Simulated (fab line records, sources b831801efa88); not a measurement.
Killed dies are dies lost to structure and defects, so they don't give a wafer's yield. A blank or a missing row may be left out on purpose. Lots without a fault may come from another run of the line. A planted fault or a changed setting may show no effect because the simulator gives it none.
One fault seen from 2 desks | flow sky130 | each desk has only its own numbers; what lay behind them comes last

THE METROLOGY DESK
What the gauges read, lot by lot, whatever tool the lot ran on: means of the sampled wafers that have a number. A lot is out of limits, marked OUT, if its mean lies more than 4 standard deviations from the usual mean; the brackets give that distance.
Columns: A = VT_ADJUST_HVTR_TW at SKY_VT_ADJUST_HVTR_TW_MEAS_11, usual 211.1; B = VT_ADJUST_PCH_OVL at SKY_VT_ADJUST_PCH_OVL_MEAS_07, usual -0.4 nm; C = SONOS_TUNNEL_OVL at SKY_SONOS_TUNNEL_OVL_MEAS_08, usual -0.1 nm
lot  | first seen here | A                | B    | C
L164 | day 10 19:14    | 213.2            | -1.4 | 1.3
L165 | day 10 20:20    | 214.5            | -0.1 | -0.3
L166 | day 11 06:38    | 213.5            | 0.6  | 0.8
L172 | day 13 00:14    | 212.3            | -1.6 | -0.4
L173 | day 13 08:22    | 208.5            | -1.5 | -0.9
L174 | day 13 13:28    | 225.7 (+7.0) OUT | -2.0 | -0.7
L175 | day 13 21:46    | 225.9 (+7.0) OUT | -1.6 | 0.1
L176 | day 14 03:27    | 210.9            | 1.6  | -0.3
L178 | day 14 22:37    | 209.8            | -1.2 | 0.6
L181 | day 15 20:52    | 210.4            | -1.2 | -0.4
L183 | day 16 05:37    | 208.8            | -0.8 | 1.8
L184 | day 16 13:39    | 209.4            | -0.6 | -1.7
This desk's finding: out of limits on L174, L175; first on L174, day 13 13:28 (VT_ADJUST_HVTR_TW at SKY_VT_ADJUST_HVTR_TW_MEAS_11). In limits: L164, L165, L166, L172, L173, L176, L178, L181, L183, L184.

THE TOOL OWNER'S DESK: implanter-01
The tool's own readings at SKY_VT_ADJUST_HVTR_IMPLANT_09: means of the sampled wafers that have a number, for each lot that ran on this tool. A lot is out of limits, marked OUT, if its mean lies more than 4 standard deviations from the usual mean; the brackets give that distance.
Columns: A = beam_on_s at SKY_VT_ADJUST_HVTR_IMPLANT_09, usual 9.99 s; B = dose_ions_cm2 at SKY_VT_ADJUST_HVTR_IMPLANT_09, usual 2.1008e+12; C = end_station_pressure_torr at SKY_VT_ADJUST_HVTR_IMPLANT_09, usual 5.01e-06 Torr; D = faraday_current_uA at SKY_VT_ADJUST_HVTR_IMPLANT_09, usual 11.86
lot  | first seen here | A               | B          | C                          | D
L164 | day 10 18:59    | 9.99            | 2.1036e+12 | 4.82e-06                   | 11.87
L166 | day 11 06:19    | 9.69            | 2.0991e+12 | 5.26e-06                   | 12.19
L172 | day 13 00:00    | 9.80            | 2.1027e+12 | 5.01e-06                   | 12.08
L174 | day 13 13:13    | 12.51 (+13) OUT | 2.1043e+12 | 1.12e-04 (+99 or more) OUT | 9.55 (-10) OUT
L175 | day 13 21:32    | 12.38 (+12) OUT | 2.0992e+12 | 1.09e-04 (+99 or more) OUT | 9.65 (-9.6) OUT
This desk's finding: out of limits on L174, L175; first on L174, day 13 13:13 (beam_on_s at SKY_VT_ADJUST_HVTR_IMPLANT_09). In limits: L164, L166, L172.

PUT TOGETHER
The tool owner's desk could have raised an alarm at day 13 13:13, on L174, L175.
The metrology desk could have raised an alarm at day 13 13:28, on L174, L175.
Of the lots named, all ran SKY_VT_ADJUST_HVTR_IMPLANT_09 on implanter-01.

WHAT THE SIMULATOR HAD PUT IN
Process parameter drift: implanter-01, from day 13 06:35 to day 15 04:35, at SKY_VT_ADJUST_HVTR_IMPLANT_09. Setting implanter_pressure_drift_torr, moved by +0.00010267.
Process parameter drift: implanter-01, from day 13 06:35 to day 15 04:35, at SKY_VT_ADJUST_HVTR_IMPLANT_09. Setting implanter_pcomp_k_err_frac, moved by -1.
Lots struck among those shown: L174, L175.
Hours from the fault's start to each desk's first reading out of limits: the tool owner's desk, 7; the metrology desk, 7.
